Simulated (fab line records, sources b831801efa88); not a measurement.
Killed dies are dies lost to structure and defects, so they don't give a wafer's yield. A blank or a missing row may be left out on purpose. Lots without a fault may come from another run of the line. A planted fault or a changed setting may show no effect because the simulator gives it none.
Which tool did it? | flow gf180mcu | 6 lots, 18 wafers sampled, at 2 steps of a route of 602

WHAT THE GAUGES READ, wafer by wafer
GF_TOP_METAL_OVL_MEAS_15.
lot  | measured     | on         | TOP_METAL_OVL (nm)
L223 | day 29 04:17 | overlay-02 | -2.2 -2.3 -1.8
L225 | day 29 13:38 | overlay-02 | -1.8 -0.4 -0.7
L234 | day 32 02:02 | overlay-01 | 3.5 2.5 1.6
L237 | day 32 15:41 | overlay-02 | -2.2 -0.3 -0.2
L240 | day 33 14:38 | overlay-01 | 2.5 1.4 1.6
L242 | day 34 00:44 | overlay-01 | 2.2 1.3 1.8

WHICH TOOL RAN EACH LOT (tool, then ch and the chambers of the sampled wafers, then the start)
lot  | GF_MIM_STRIP_20
L223 | plasma_asher-02 ch 0,1, day 26 13:28
L225 | plasma_asher-02 ch 0, day 26 23:13
L234 | plasma_asher-03 ch 0,1, day 29 16:59
L237 | plasma_asher-01 ch 0,1, day 30 06:49
L240 | plasma_asher-03 ch 0,1, day 31 10:22
L242 | plasma_asher-03 ch 0,1, day 31 21:14
- GF_MIM_STRIP_20: strips in O2/N2.

THE ANSWER, worked out from the rows above alone
Rule: what is usual is taken from the lots themselves. Put in order of their means at a reading, lots are off if they are a third of the lots or fewer, leave a main group of 4 or more, and stand apart from it by a gap of 3 or more times the standard deviation of the main group's means; of several such gaps the widest counts. A main group whose means are all the same, to the digits that the tables above print for the reading, isn't used. A lot without any number at a reading at which 4 lots or more have one is off too. The other lots that the step has rows for count as sound.
No lot is off at any reading shown: from this, nothing can be told.

WHAT THE SIMULATOR HAD PUT IN
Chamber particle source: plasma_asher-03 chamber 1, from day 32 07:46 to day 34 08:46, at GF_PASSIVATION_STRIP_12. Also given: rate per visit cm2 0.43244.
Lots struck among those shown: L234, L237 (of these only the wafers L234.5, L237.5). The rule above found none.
